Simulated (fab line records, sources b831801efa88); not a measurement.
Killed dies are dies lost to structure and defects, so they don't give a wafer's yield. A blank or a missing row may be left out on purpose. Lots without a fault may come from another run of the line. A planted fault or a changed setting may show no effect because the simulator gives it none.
Tool commonality check | flow sky130 | 11 lots, 33 wafers sampled

WHY IT WAS OPENED
At SKY_SD_P_TW_MEAS_11 the reading SD_P_TW is flagged on 2 of 11 lots. Wafers without a fault read 2845, standard deviation 16.
Rule: a lot is flagged when every wafer of it that has a number lies more than 4 standard deviations from that mean, or none has a number. The other lots count as sound.

lot  | measured     | on            | SD_P_TW, wafer by wafer | flag
L147 | day 26 05:41 | film_metro-01 | 2858 2844 2823          |
L149 | day 27 03:28 | film_metro-04 | 2868 2859 2855          |
L150 | day 27 12:21 | film_metro-01 | 2841 2862 2854          |
L153 | day 28 10:04 | film_metro-01 | 2817 2832 2827          |
L154 | day 28 16:25 | film_metro-01 | 2824 2819 2838          |
L155 | day 29 10:13 | film_metro-04 | 2865 2861 2874          |
L156 | day 29 12:26 | film_metro-03 | 3022 3017 3024          | FLAGGED
L157 | day 29 23:14 | film_metro-03 | 3024 3015 3037          | FLAGGED
L166 | day 32 15:27 | film_metro-04 | 2863 2858 2854          |
L167 | day 32 22:52 | film_metro-03 | 2839 2838 2839          |
L168 | day 33 06:35 | film_metro-04 | 2860 2847 2867          |
The numbers of the flagged lots are 3023 on average: +178 against the usual, or +11 standard deviations.

WHICH TOOL RAN EACH LOT
The record holds 1 process step before the reading, out of a route of 708 steps. In each cell: the tool, then ch and the chambers that the sampled wafers went through, then the start.
lot  | flag    | SKY_SD_P_IMPLANT_09
L147 |         | implanter-01 ch 0, day 26 05:29
L149 |         | implanter-01 ch 0, day 27 03:15
L150 |         | implanter-04 ch 0, day 27 12:06
L153 |         | implanter-01 ch 0, day 28 09:49
L154 |         | implanter-03 ch 0, day 28 16:10
L155 |         | implanter-03 ch 0, day 29 09:59
L156 | FLAGGED | implanter-03 ch 0, day 29 12:12
L157 | FLAGGED | implanter-03 ch 0, day 29 22:59
L166 |         | implanter-03 ch 0, day 32 15:13
L167 |         | implanter-03 ch 0, day 32 22:38
L168 |         | implanter-04 ch 0, day 33 06:21
What these steps do:
- SKY_SD_P_IMPLANT_09
- SKY_SD_P_TW_MEAS_11

FLAGGED OVER TOTAL, TOOL BY TOOL (the gauges that took the reading come last)
step                | tool          | lots run | flagged | share of the flagged lots | sound lots run after its first flagged lot
SKY_SD_P_IMPLANT_09 | implanter-01  | 3        | 0       | none                      | -
SKY_SD_P_IMPLANT_09 | implanter-03  | 6        | 2       | all                       | 2 (L166,L167)
SKY_SD_P_IMPLANT_09 | implanter-04  | 2        | 0       | none                      | -
SKY_SD_P_TW_MEAS_11 | film_metro-01 | 4        | 0       | none                      | -
SKY_SD_P_TW_MEAS_11 | film_metro-03 | 3        | 2       | all                       | 1 (L167)
SKY_SD_P_TW_MEAS_11 | film_metro-04 | 4        | 0       | none                      | -

WHAT THE TABLE ALLOWS
2 rows of the table ran every flagged lot: implanter-03 at SKY_SD_P_IMPLANT_09, film_metro-03 at SKY_SD_P_TW_MEAS_11.
- implanter-03 at SKY_SD_P_IMPLANT_09: 2 of its 6 lots flagged. Sound lots ran on it after the first flagged one (L166, L167), which a lasting fault on the whole tool wouldn't allow. Its own readings lie more than 4 standard deviations out on every wafer of the flagged lots: tilt_deg.
- film_metro-03 at SKY_SD_P_TW_MEAS_11: 2 of its 3 lots flagged. Sound lots ran on it after the first flagged one (L167), which a lasting fault on the whole tool wouldn't allow.
No row of the table ran every flagged lot and no sound lot after the first.

WHAT THE SIMULATOR HAD PUT IN
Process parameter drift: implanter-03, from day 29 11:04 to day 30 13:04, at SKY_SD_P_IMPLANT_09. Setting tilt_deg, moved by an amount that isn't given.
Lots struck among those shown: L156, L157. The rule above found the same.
